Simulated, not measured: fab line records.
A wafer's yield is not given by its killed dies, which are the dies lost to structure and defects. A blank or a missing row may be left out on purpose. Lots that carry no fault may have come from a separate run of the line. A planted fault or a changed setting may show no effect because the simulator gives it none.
Which tool is to blame? / flow sky130 / 12 lots, 36 wafers sampled, at 1 step of a route of 708

== WHAT EACH GAUGE READ, for each wafer ==
SKY_VT_ADJUST_HVTR_OVL_MEAS_08.
lot=L075; measured=day 9 21:34; on=overlay-02; VT_ADJUST_HVTR_OVL (nm)=0.6 1.5 1.7
lot=L076; measured=day 10 07:19; on=overlay-02; VT_ADJUST_HVTR_OVL (nm)=4.4 2.4 3.1
lot=L079; measured=day 10 22:22; on=overlay-01; VT_ADJUST_HVTR_OVL (nm)=2.3 1.8 -0.2
lot=L081; measured=day 11 11:10; on=overlay-01; VT_ADJUST_HVTR_OVL (nm)=-0.4 -0.4 -0.1
lot=L083; measured=day 12 01:13; on=overlay-01; VT_ADJUST_HVTR_OVL (nm)=1.1 -0.7 -1.8
lot=L085; measured=day 12 13:43; on=overlay-02; VT_ADJUST_HVTR_OVL (nm)=1.1 0.4 1.4
lot=L087; measured=day 13 03:46; on=overlay-02; VT_ADJUST_HVTR_OVL (nm)=0.0 0.7 -0.2
lot=L089; measured=day 13 21:04; on=overlay-01; VT_ADJUST_HVTR_OVL (nm)=1.6 0.3 1.7
lot=L091; measured=day 14 09:22; on=overlay-01; VT_ADJUST_HVTR_OVL (nm)=2.6 2.4 1.2
lot=L093; measured=day 14 23:37; on=overlay-01; VT_ADJUST_HVTR_OVL (nm)=0.0 0.0 1.2
lot=L095; measured=day 16 16:47; on=overlay-02; VT_ADJUST_HVTR_OVL (nm)=-1.3 0.9 -1.3
lot=L097; measured=day 16 19:31; on=overlay-01; VT_ADJUST_HVTR_OVL (nm)=4.8 3.0 3.6

== WHAT TOOL EACH LOT RAN ON (gives the tool, then ch and the chambers of the sampled wafers, and finally the start) ==
Before these readings, the record contains no process step.

== THE ANSWER, worked out from the rows above alone ==
Rule: the lots themselves supply what counts as usual. Put in order of their means at a reading, lots are off if they are a third of the lots or fewer, leave a main group of 4 or more, and stand apart from it by a gap of 3 or more times the standard deviation of the main group's means; of several such gaps the widest counts. The tables above print the reading to a certain number of digits; a main group whose means all agree to those digits is not used. A lot without any number at a reading at which 4 lots or more have one is off too. All remaining lots with rows at the step are treated as sound.
No lot is off at any reading shown: from this, nothing can be told.

== WHAT WAS PUT IN BY THE SIMULATOR ==
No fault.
